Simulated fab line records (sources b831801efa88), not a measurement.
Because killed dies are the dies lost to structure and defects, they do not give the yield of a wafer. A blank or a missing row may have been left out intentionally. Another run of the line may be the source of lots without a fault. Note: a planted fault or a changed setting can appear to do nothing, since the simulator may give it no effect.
fab line records ; flow sfqLine
record lots=14; wafers=40; lastDay=83
route steps=325 shown I1@86 I3@144 I7@307 M8@318
lots with no fault: from the same line, run without faults
startH: start of the lot's first displayed wafer, in hours after the record's first day ; waitH: hours elapsed since this lot's preceding step ; " the same as in the row above ; L1.1+2: a row that stands for several wafers ; - no value present, or no start provided ; * or withheld: withheld ; < > ~ a bound
route shown NAME@n: names a module that has steps shown in the file, with the first one's number in the route ; usual: average and standard deviation across the fault-free wafers ; same: alike in all rows ; chamber/n: place in a boat ; sites: each site's reading ; _std_site: standard deviation of those values ; _edge_site: the outer-site mean with the inner-site mean subtracted ; radiusMm: how far each site lies from the wafer's centre ; mask NAME#n: copy n ; behind: the last tool/chamber to shape the wafer ; hold: reason for holding the lot/hours on hold/outcome of the hold ; device: names the non-switching transistor (n, p or np) ; end of line: at the end of the route, the tests of the same wafers ; a step with no rows: only its recipe ; killed: not the wafer's yield, but the dies lost to structure and defects at the first sort ; map: shows each die of a wafer: x if killed, . if not, _ if none is there
set.NAME: the setting that was run; set.NAME@STEP: the one run at that earlier step ; model.NAME: the simulator's own value behind a step, which no gauge read
route steps across a sampled set of lots; one table per step, one row per wafer
services: when a tool's chamber went out of use (startH, in hours from the record's first day, below 0 if earlier), for how many hours, and the reason
## steps
# step SFQ_TRILAYER_I1_VIA_STRIP_STRIP_053
# recipe gas=O2; powerW=200; platenTempC=40; overashFraction=0.65; chemistry=O2; pressureMtorr=50
# usual chamberPressureMTorr=50.00/0.048; drypumpMotorCurrentA=5.8/0.47; oesProductAu=0.999/0.008; platenTempC=39.99/0.11
# same overashFraction=0.65
lot.wafer;tool;chamber;startH;waitH;chamberPressureMTorr;drypumpMotorCurrentA;oesProductAu;platenTempC;rfHoursCounterH
L449.2;rieMetal-04;0;472.74;-;49.98;6.2;1.004;39.92;26
L449.5;rieMetal-04;1;472.74;-;50.08;5.3;1.009;40.04;-
L449.6;rieMetal-04;0;472.74;-;49.92;6.2;1.000;40.00;-
L450.2;rieMetal-04;1;481.07;-;50.05;5.3;1.021;39.90;31
L450.5;rieMetal-04;0;481.07;-;50.05;6.2;1.002;39.97;-
L450.6;rieMetal-04;1;481.07;-;50.00;5.3;1.007;40.01;-
L451.1;rieMetal-01;1;490.67;-;49.90;5.7;0.999;40.03;69
L451.4;rieMetal-01;0;490.67;-;50.00;5.3;0.998;39.93;-
L451.5;rieMetal-01;1;490.67;-;50.09;5.7;0.988;40.06;-
L455.1;rieMetal-04;0;602.99;-;49.94;6.2;0.999;40.01;39
L455.3;rieMetal-04;0;602.99;-;50.06;6.2;1.004;40.07;-
L455.6;rieMetal-04;0;602.99;-;49.99;6.2;0.991;40.08;-
L457.1;rieMetal-01;1;620.01;-;50.04;5.7;0.998;39.97;82
L457.5;rieMetal-01;0;620.01;-;49.92;5.3;1.007;39.94;-
L462.1;rieMetal-01;0;658.66;-;49.92;5.3;0.995;40.06;115
L462.5;rieMetal-01;1;658.66;-;50.00;5.6;0.990;39.89;-
L463.1;rieMetal-02;1;664.66;-;50.00;5.9;0.991;40.10;60
L463.2;rieMetal-02;0;664.66;-;50.05;6.6;0.999;39.83;10
L463.3;rieMetal-02;1;664.66;-;49.99;6.0;0.996;39.95;-
L465.2;rieMetal-04;1;683.41;-;50.00;5.3;1.011;39.82;56
L465.5;rieMetal-04;1;683.41;-;50.05;5.3;0.999;39.97;-
L465.6;rieMetal-04;0;683.41;-;49.93;6.2;1.005;40.03;-
L467.4;rieMetal-02;1;699.21;-;50.04;6.0;0.988;39.97;-
L467.5;rieMetal-02;1;699.21;-;49.94;6.0;0.988;39.97;-
L467.6;rieMetal-02;0;699.21;-;49.99;6.6;1.005;39.86;-
L468.1;rieMetal-04;1;703.81;-;50.10;5.3;0.992;39.95;60
L468.3;rieMetal-04;0;703.81;-;50.01;6.2;0.994;40.17;-
L468.6;rieMetal-04;0;703.81;-;50.07;6.2;0.987;40.02;-
L469.2;rieMetal-01;1;711.01;-;50.06;5.7;0.992;39.87;98
L469.3;rieMetal-01;0;711.01;-;50.05;5.3;1.008;40.03;-
L469.5;rieMetal-01;0;711.01;-;50.05;5.3;0.998;40.17;-
L470.3;rieMetal-02;0;713.61;-;49.98;6.6;0.997;40.00;-
L470.4;rieMetal-02;1;713.61;-;50.01;5.9;1.005;40.04;-
L470.5;rieMetal-02;1;713.61;-;50.06;5.9;0.998;40.15;-
L471.1;rieMetal-04;0;720.61;-;49.98;6.2;0.999;40.02;59
L471.2;rieMetal-04;1;720.61;-;50.07;5.3;1.005;39.95;63
L471.6;rieMetal-04;1;720.61;-;49.89;5.3;1.012;39.78;-
L472.4;rieMetal-02;1;723.21;-;50.04;5.9;0.997;40.14;-
L472.5;rieMetal-02;1;723.21;-;49.99;5.9;0.990;40.07;-
L472.6;rieMetal-02;0;723.21;-;49.98;6.6;0.993;39.96;-
# step SFQ_TRILAYER_I3_VIA_BARC_OPEN_VIA_ETCH_121
# recipe maskMaterial=PR; chemistry=O2; targetDepthNm=125; target=BARC; sourceW=500; biasW=80; pressureMtorr=30; timeS=41.7
# usual chamberPressureMTorr=29.996/0.028; drypumpMotorCurrentA=5.6/0.43; oesProductAu=0.685/0.0048; rfFwdPowerW=493.9/2.1; runLengthS=70.2/0.37
lot.wafer;tool;chamber;startH;waitH;chamberPressureMTorr;drypumpMotorCurrentA;oesProductAu;rfFwdPowerW;rfHoursCounterH;runLengthS
L449.2;rieDiel-01;1;798.28;0.0;29.992;5.8;0.681;494.3;13;70.7
L449.5;rieDiel-01;0;798.28;0.0;30.002;5.9;0.681;488.5;-;70.0
L449.6;rieDiel-01;3;798.28;0.0;29.985;5.1;0.684;495.0;-;70.0
L450.2;rieDiel-01;3;817.61;0.0;30.001;5.1;0.685;494.7;4;69.9
L450.5;rieDiel-01;1;817.61;0.0;29.997;5.8;0.680;498.5;-;70.3
L450.6;rieDiel-01;2;817.61;0.0;29.975;5.7;0.686;492.9;-;70.4
L451.1;rieDiel-04;0;826.01;0.0;29.986;6.1;0.683;493.0;22;70.5
L451.4;rieDiel-04;2;826.01;0.0;29.983;5.6;0.683;494.8;9;69.3
L451.5;rieDiel-04;2;826.01;0.0;29.965;5.5;0.683;495.6;-;69.6
L455.1;rieDiel-02;1;919.77;0.0;30.041;5.1;0.681;494.6;7;70.5
L455.3;rieDiel-02;2;919.77;0.0;29.964;5.6;0.685;492.8;14;70.6
L455.6;rieDiel-02;3;919.77;0.0;30.003;5.3;0.684;496.0;-;69.9
L457.1;rieDiel-02;2;937.57;0.0;30.043;5.6;0.679;495.1;14;70.9
L457.5;rieDiel-02;0;937.57;0.0;29.956;6.3;0.641;496.1;-;77.1
L462.1;rieDiel-02;0;981.55;0.0;30.026;6.4;0.678;495.6;1;70.1
L462.5;rieDiel-02;0;981.55;0.0;30.019;6.3;0.640;499.2;-;77.2
L463.1;rieDiel-04;2;982.75;0.0;29.989;5.5;0.689;492.7;13;70.0
L463.2;rieDiel-04;0;982.75;0.0;29.984;6.1;0.684;493.1;1;70.9
L463.3;rieDiel-04;3;982.75;0.0;30.024;5.6;0.699;492.4;16;69.6
L465.2;rieDiel-04;0;1004.15;0.0;30.019;6.1;0.686;492.1;1;70.3
L465.5;rieDiel-04;1;1004.15;0.0;30.010;4.8;0.679;496.0;-;70.0
L465.6;rieDiel-04;0;1004.15;0.0;29.979;6.1;0.686;491.3;-;70.9
L467.4;rieDiel-04;2;1017.47;0.0;30.009;5.5;0.692;494.0;14;69.3
L467.5;rieDiel-04;3;1017.47;0.0;30.025;5.6;0.692;494.5;-;69.8
L467.6;rieDiel-04;0;1017.47;0.0;29.984;6.1;0.681;493.1;-;70.7
L468.1;rieDiel-01;1;1021.07;0.0;29.990;5.8;0.683;495.2;16;70.6
L468.3;rieDiel-01;2;1021.07;0.0;29.995;5.7;0.687;493.8;3;70.2
L468.6;rieDiel-01;0;1021.07;0.0;29.956;5.9;0.690;492.4;-;70.2
L469.2;rieDiel-01;3;1036.67;0.0;29.985;5.1;0.689;495.7;7;70.0
L469.3;rieDiel-01;2;1036.67;0.0;29.961;5.6;0.684;492.0;3;70.4
L469.5;rieDiel-01;3;1036.67;0.0;30.028;5.1;0.688;495.3;-;70.0
L470.3;rieDiel-01;0;1041.47;0.0;30.030;5.8;0.677;489.3;19;70.1
L470.4;rieDiel-01;3;1041.47;0.0;30.027;5.1;0.683;493.8;8;70.1
L470.5;rieDiel-01;2;1041.47;0.0;30.012;5.7;0.686;492.3;-;70.1
L471.1;rieDiel-02;0;1045.07;0.0;30.018;6.4;0.688;497.0;2;69.7
L471.2;rieDiel-02;3;1045.07;0.0;29.994;5.3;0.678;491.8;21;69.8
L471.6;rieDiel-02;0;1045.07;0.0;30.014;6.3;0.688;496.1;-;69.7
L472.4;rieDiel-02;0;1049.87;0.0;29.988;6.4;0.679;496.5;2;69.7
L472.5;rieDiel-02;2;1049.87;0.0;29.989;5.6;0.681;495.0;-;70.9
L472.6;rieDiel-02;1;1049.87;0.0;30.009;5.1;0.688;492.0;-;70.1
# step SFQ_TRILAYER_I7_VIA_BARC_OPEN_VIA_ETCH_260
# recipe maskMaterial=PR; chemistry=O2; targetDepthNm=125; target=BARC; sourceW=500; biasW=80; pressureMtorr=30; timeS=41.7
# usual chamberPressureMTorr=30.003/0.027; drypumpMotorCurrentA=5.6/0.46; oesProductAu=0.685/0.0048; rfFwdPowerW=493.9/1.8; runLengthS=70.1/0.44
# same timeS=41.7
lot.wafer;tool;chamber;startH;waitH;chamberPressureMTorr;drypumpMotorCurrentA;oesProductAu;rfFwdPowerW;rfHoursCounterH;runLengthS
L449.2;rieDiel-04;3;1670.58;0.0;29.979;5.5;0.684;494.8;5;70.4
L449.5;rieDiel-04;0;1670.58;0.0;29.988;6.1;0.682;491.0;-;70.5
L449.6;rieDiel-04;1;1670.58;0.0;29.976;4.8;0.687;493.9;-;70.4
L450.2;rieDiel-03;0;1683.78;0.0;30.013;6.3;0.690;493.1;12;70.4
L450.5;rieDiel-03;0;1683.78;0.0;29.989;6.3;0.693;491.7;-;70.0
L450.6;rieDiel-03;3;1683.78;0.0;30.019;5.7;0.685;493.0;-;70.9
L451.1;rieDiel-02;2;1688.38;0.0;30.007;5.6;0.682;490.5;5;71.0
L451.4;rieDiel-02;3;1688.38;0.0;29.994;5.3;0.690;491.9;10;70.4
L451.5;rieDiel-02;1;1688.38;0.0;29.984;5.1;0.687;494.2;-;70.2
L455.1;rieDiel-03;3;1734.52;0.0;30.012;5.7;0.685;491.7;6;71.0
L455.3;rieDiel-03;2;1734.52;0.0;29.980;5.5;0.685;490.7;14;69.9
L455.6;rieDiel-03;1;1734.52;0.0;30.032;5.6;0.688;493.6;-;69.6
L457.1;rieDiel-02;0;1744.17;0.0;29.960;6.4;0.688;497.7;15;69.6
L457.5;rieDiel-02;0;1744.17;0.0;30.014;6.4;0.684;496.9;-;69.6
L462.1;rieDiel-04;0;1826.00;0.0;29.984;6.1;0.690;492.6;13;70.8
L462.5;rieDiel-04;3;1826.00;0.0;29.994;5.5;0.688;494.9;-;70.1
L463.1;rieDiel-03;0;1830.60;0.0;29.985;6.3;0.685;492.8;14;69.6
L463.2;rieDiel-03;2;1830.60;0.0;30.003;5.4;0.682;494.7;15;69.8
L463.3;rieDiel-03;1;1830.60;0.0;30.008;5.5;0.685;493.4;15;70.1
L465.2;rieDiel-02;1;1849.14;0.0;29.990;5.1;0.693;492.1;3;70.6
L465.5;rieDiel-02;1;1849.14;0.0;29.962;5.1;0.692;492.5;-;70.1
L465.6;rieDiel-02;2;1849.14;0.0;29.954;5.6;0.679;497.1;-;70.3
L467.4;rieDiel-02;1;1897.10;0.0;29.961;5.1;0.682;492.0;4;70.2
L467.5;rieDiel-02;1;1897.10;0.0;30.027;5.1;0.692;493.2;-;71.0
L467.6;rieDiel-02;2;1897.10;0.0;30.016;5.6;0.681;494.2;-;70.4
L468.1;rieDiel-03;2;1900.70;0.0;30.039;5.5;0.689;494.5;16;70.0
L468.3;rieDiel-03;1;1900.70;0.0;30.008;5.5;0.678;493.0;17;69.9
L468.6;rieDiel-03;1;1900.70;0.0;30.014;5.6;0.685;493.6;-;69.9
L469.2;rieDiel-03;1;1906.70;0.0;29.984;5.6;0.686;492.4;17;69.9
L469.3;rieDiel-03;2;1906.70;0.0;29.994;5.4;0.685;491.7;16;70.0
L469.5;rieDiel-03;0;1906.70;0.0;29.913;6.3;0.689;490.5;-;69.6
L470.3;rieDiel-03;1;1910.30;0.0;30.023;5.6;0.686;495.9;18;69.8
L470.4;rieDiel-03;0;1910.30;0.0;29.974;6.3;0.684;492.1;16;70.4
L470.5;rieDiel-03;0;1910.30;0.0;29.997;6.3;0.683;490.2;-;69.6
L471.1;rieDiel-04;1;1912.70;0.0;30.034;4.8;0.691;498.0;6;70.4
L471.2;rieDiel-04;0;1912.70;0.0;29.987;6.1;0.682;493.9;14;70.5
L471.6;rieDiel-04;2;1912.70;0.0;30.010;5.5;0.687;493.1;-;70.2
L472.4;rieDiel-02;1;1915.10;0.0;30.003;5.1;0.682;492.2;5;70.5
L472.5;rieDiel-02;3;1915.10;0.0;29.988;5.3;0.679;490.6;-;69.8
L472.6;rieDiel-02;2;1915.10;0.0;29.999;5.6;0.679;493.7;-;70.2
# step SFQ_M8_OVL_MEAS_948
# usual M8_OVL=1/5.2
lot.wafer;tool;chamber;startH;waitH;M8_OVL[nm]
L449.2;overlay-01;-;1690.74;0.1;4
L449.5;overlay-01;-;1690.74;0.1;3
L449.6;overlay-01;-;1690.74;0.1;-1
L450.2;overlay-02;-;1702.74;0.1;-9
L450.5;overlay-02;-;1702.74;0.1;-10
L450.6;overlay-02;-;1702.74;0.1;-3
L451.1;overlay-02;-;1705.14;0.1;-4
L451.4;overlay-02;-;1705.14;0.1;-10
L451.5;overlay-02;-;1705.14;0.1;-4
L455.1;overlay-02;-;1739.33;0.1;0
L455.3;overlay-02;-;1739.33;0.1;-1
L455.6;overlay-02;-;1739.33;0.1;5
L457.1;overlay-02;-;1752.53;0.1;-6
L457.5;overlay-02;-;1752.53;0.1;-7
L462.1;overlay-01;-;1905.76;0.1;9
L462.5;overlay-01;-;1905.76;0.1;5
L463.1;overlay-01;-;1911.54;0.1;2
L463.2;overlay-01;-;1911.54;0.1;-3
L463.3;overlay-01;-;1911.54;0.1;-4
L465.2;overlay-01;-;1931.95;0.1;-4
L465.5;overlay-01;-;1931.95;0.1;-5
L465.6;overlay-01;-;1931.95;0.1;-1
L467.4;overlay-02;-;1966.50;0.1;1
L467.5;overlay-02;-;1966.50;0.1;0
L467.6;overlay-02;-;1966.50;0.1;1
L468.1;overlay-02;-;1968.88;0.1;-8
L468.3;overlay-02;-;1968.88;0.1;-1
L468.6;overlay-02;-;1968.88;0.1;-4
L469.2;overlay-01;-;1974.89;0.1;1
L469.3;overlay-01;-;1974.89;0.1;-3
L469.5;overlay-01;-;1974.89;0.1;3
L470.3;overlay-01;-;1977.29;0.1;-7
L470.4;overlay-01;-;1977.29;0.1;7
L470.5;overlay-01;-;1977.29;0.1;-8
L471.1;overlay-01;-;1979.68;0.1;6
L471.2;overlay-01;-;1979.68;0.1;-1
L471.6;overlay-01;-;1979.68;0.1;-4
L472.4;overlay-01;-;1982.10;0.1;12
L472.5;overlay-01;-;1982.10;0.1;6
L472.6;overlay-01;-;1982.10;0.1;10
## services
tool;chamber;startH;hours;kind
rieDiel-02;2;469.61;7.0;repair
rieDiel-02;-;472.26;0.5;repair
rieDiel-02;3;487.08;12.2;repair
rieDiel-04;3;502.93;8.1;repair
rieDiel-02;-;537.06;2.8;pm
rieDiel-02;0;613.22;8.4;repair
rieDiel-02;1;625.58;10.6;repair
rieDiel-02;3;702.84;13.0;repair
rieDiel-02;0;860.31;4.4;repair
rieDiel-02;3;977.38;5.6;repair
rieDiel-02;2;988.02;7.2;repair
rieDiel-02;-;1058.33;0.7;repair
rieDiel-02;3;1137.98;2.3;repair
rieDiel-02;3;1152.37;1.6;repair
rieDiel-02;1;1276.54;18.2;repair
rieDiel-02;0;1306.67;6.3;repair
rieDiel-02;2;1345.84;3.9;repair
rieDiel-02;1;1407.62;9.5;repair
rieDiel-02;-;1637.06;2.8;pm
rieDiel-02;3;1659.84;3.4;repair
rieDiel-02;3;1716.63;39.4;repair
rieDiel-02;-;1810.16;0.1;repair
rieDiel-02;1;1835.50;2.8;repair
rieDiel-02;3;1860.08;5.5;repair
## key
firstSign step=SFQ_TRILAYER_I3_VIA_BARC_OPEN_VIA_ETCH_121; reading=runLengthS; direction=up; sigmas=19; usual=*; struck=*
effect step=SFQ_TRILAYER_I3_VIA_BARC_OPEN_VIA_ETCH_121; reading=oesProductAu; direction=down; sigmas=9.4; usual=0.685; struck=0.640
metAt SFQ_TRILAYER_I3_VIA_BARC_OPEN_VIA_ETCH_121
struckLots L457,L462
struckWafers L457.5,L462.5
notActingAt SFQ_TRILAYER_I1_VIA_STRIP_STRIP_053,SFQ_TRILAYER_I7_VIA_BARC_OPEN_VIA_ETCH_260,SFQ_M8_OVL_MEAS_948
onsetBetween 919.77 937.57
fault kind=processParameterDrift; tool=rieDiel-02; chamber=-; onsetH=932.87; steps=SFQ_TRILAYER_I3_VIA_BARC_OPEN_VIA_ETCH_121; channel=timeS; offset=*; shape=step; endH=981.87; scope=struckWafersOnly; actsIn=*; stated=*
